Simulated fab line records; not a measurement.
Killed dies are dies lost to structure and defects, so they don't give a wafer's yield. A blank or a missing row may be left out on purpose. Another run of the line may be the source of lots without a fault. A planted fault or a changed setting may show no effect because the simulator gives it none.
Problem report in the 8D (eight disciplines) form, filled by code | flow sky130 | the parts of the form that need people (team, actions taken, sign-off) are left out

1. THE PROBLEM
Mean of beam-energy-keV at SKY_LDD_N_IMPLANT_09: 16.972 across 6 wafers in 2 lots; on wafers with no fault it is 19.999 (standard deviation 0.0071). So: -99 or more standard deviations from the usual mean.
Earliest sighting: wafer L159.1 on implanter-03 at day 22 20:46. Wafers with a number at this step in the record: 39, from 13 lots. By rule, "out" or "out of limits" means more than 4 standard deviations away from the usual mean. All remaining wafers that have a number are taken as sound.

2. WHAT IT IS; WHAT IT IS NOT
question                    | is                                             | is not
which readings at this step | beam-energy-keV, beam-on-s, faraday-current-uA | dose-ions-cm2
which lots                  | L159, L161                                     | L145, L146, L147, L148, L151, L152, L155, L156, L162, L167, L168
which wafers of those lots  | all that have a number                         | -
read on which tools         | implanter-03                                   | implanter-02, implanter-04
when                        | from day 22 20:46                              | up to then (24 sound wafers); but 9 sound wafers of L162, L167, L168 came after

3. THE SUSPECTS, EACH WITH WHAT RULES IT OUT
Counting: a tool stays on the suspect list if, at a process step up to the reading, it processed all lots that are out and no sound lot following the first of them.
- implanter-03 at SKY_LDD_N_IMPLANT_09: kept. It processed each lot that is out, first L159 at day 22 20:46, and no sound lot thereafter; up to then, the last sound lot it processed was L155 at day 22 00:46. Its own beam-energy-keV, beam-on-s, faraday-current-uA readings are out on those wafers.
After counting, what remains is implanter-03 at SKY_LDD_N_IMPLANT_09.

4. THE CAUSE (what the simulator had put in)
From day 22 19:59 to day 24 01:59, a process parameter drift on implanter-03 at SKY_LDD_N_IMPLANT_09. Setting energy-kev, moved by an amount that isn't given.
After counting, this tool was the only one left.

5. THE CHAIN OF EFFECTS, in route order
Each row: a reading where the mean over the struck wafers with a number is more than 3 standard deviations away from the usual. Readings are gone through only where the record gives a usual standard deviation; hours: the median, over the lots, of the time from a lot's start at the first step in this table giving one to that lot's start at this step; sigmas: the change measured in usual standard deviations.
hours | step                 | reading            | usual   | on struck wafers | change | sigmas
0     | SKY_LDD_N_IMPLANT_09 | beam-energy-keV    | 19.999  | 16.972           | -3.027 | -99 or more
0     | SKY_LDD_N_IMPLANT_09 | beam-on-s          | 10.00 s | 11.78            | +1.78  | +8.9
0     | SKY_LDD_N_IMPLANT_09 | faraday-current-uA | 423     | 359              | -64    | -7.7
Its process steps:
- SKY_LDD_N_IMPLANT_09
At these later measuring or inspecting steps, every struck wafer for which the step has a row has a number for every such reading, and none has moved that far: SKY_LDD_HVN_OVL_MEAS_07.

6. WHAT WOULD HAVE CAUGHT IT SOONER
In this record the first reading out of limits was taken at day 22 20:46, 1 hour after the fault began at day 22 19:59.
